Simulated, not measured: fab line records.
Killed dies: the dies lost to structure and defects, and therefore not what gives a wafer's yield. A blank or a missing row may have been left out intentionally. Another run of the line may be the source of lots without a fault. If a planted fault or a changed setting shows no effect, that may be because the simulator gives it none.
One fault seen from 2 desks	flow sfq line	every desk sees just its own numbers, and what lay behind them comes last

== FOR THE TOOL OWNER'S DESK: krf scanner-02 ==
The tool's own readings at SFQ_TRILAYER_R5_LITHO_EXPOSE_137 (exposes mask R5, target cd 500 nm): means of the sampled wafers that have a number, for each lot that ran on this tool. If a lot's mean is further than 4 standard deviations from the usual mean, the lot is out of limits and carries the mark OUT (the distance appears in the brackets).
Columns: A = exposure dose mJ cm2 at SFQ_TRILAYER_R5_LITHO_EXPOSE_137, usual 14.402
lot	first seen here	A
L441	day 70 06:36	14.411
L443	day 71 03:28	13.498 (-60) OUT
L444	day 71 12:40	13.510 (-59) OUT
L445	day 73 07:17	13.500 (-60) OUT
Finding of this desk: L443, L444, L445 out of limits; the first was L443 at day 71 03:28, on exposure dose mJ cm2 at SFQ_TRILAYER_R5_LITHO_EXPOSE_137. In limits: L441.

== THE METROLOGY DESK ==
Lot by lot, what the gauges showed, no matter which tool ran the lot: averages of those sampled wafers that carry a number. If a lot's mean is further than 4 standard deviations from the usual mean, the lot is out of limits and carries the mark OUT (the distance appears in the brackets).
Columns: A = R5_MONX_RS at SFQ_R5_RS_MEAS_933, usual 7.07 ohm/sq; B = R5_MONX_THK at SFQ_R5_THK_MEAS_934, usual 40.0 nm; C = R5_OVL at SFQ_R5_OVL_MEAS_935, usual 0 nm
lot	first seen here	A	B	C
L440	day 65 12:40	7.12	39.8	-0
L441	day 70 05:22	7.07	39.9	5
L443	day 71 02:32	7.10	40.0	7
L444	day 71 11:34	7.00	40.5	-4
L445	day 73 05:11	7.09	39.7	-2
L454	day 75 11:50	7.03	40.1	-2
L460	day 76 10:59	7.21	39.3	1
This desk's finding: nothing out of limits on any of the 7 lots.

== PUT TOGETHER ==
On L443, L444, L445, at day 71 03:28, an alarm was possible from the tool owner's desk.
Metrology desk: nothing out of limits seen.
The metrology desk holds a record of L443, L444, L445, inside its limits.
The lots listed all ran SFQ_TRILAYER_R5_LITHO_EXPOSE_137 on krf scanner-02.

== WHAT THE SIMULATOR HAD PUT IN ==
Process parameter drift: krf scanner-02, from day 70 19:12 on, at SFQ_TRILAYER_R5_LITHO_EXPOSE_137. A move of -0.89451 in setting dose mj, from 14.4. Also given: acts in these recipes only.
Shown lots that were struck: L443, L444, L445.
Delay in hours, fault start to first out-of-limits reading, by desk: the tool owner's desk at 8.
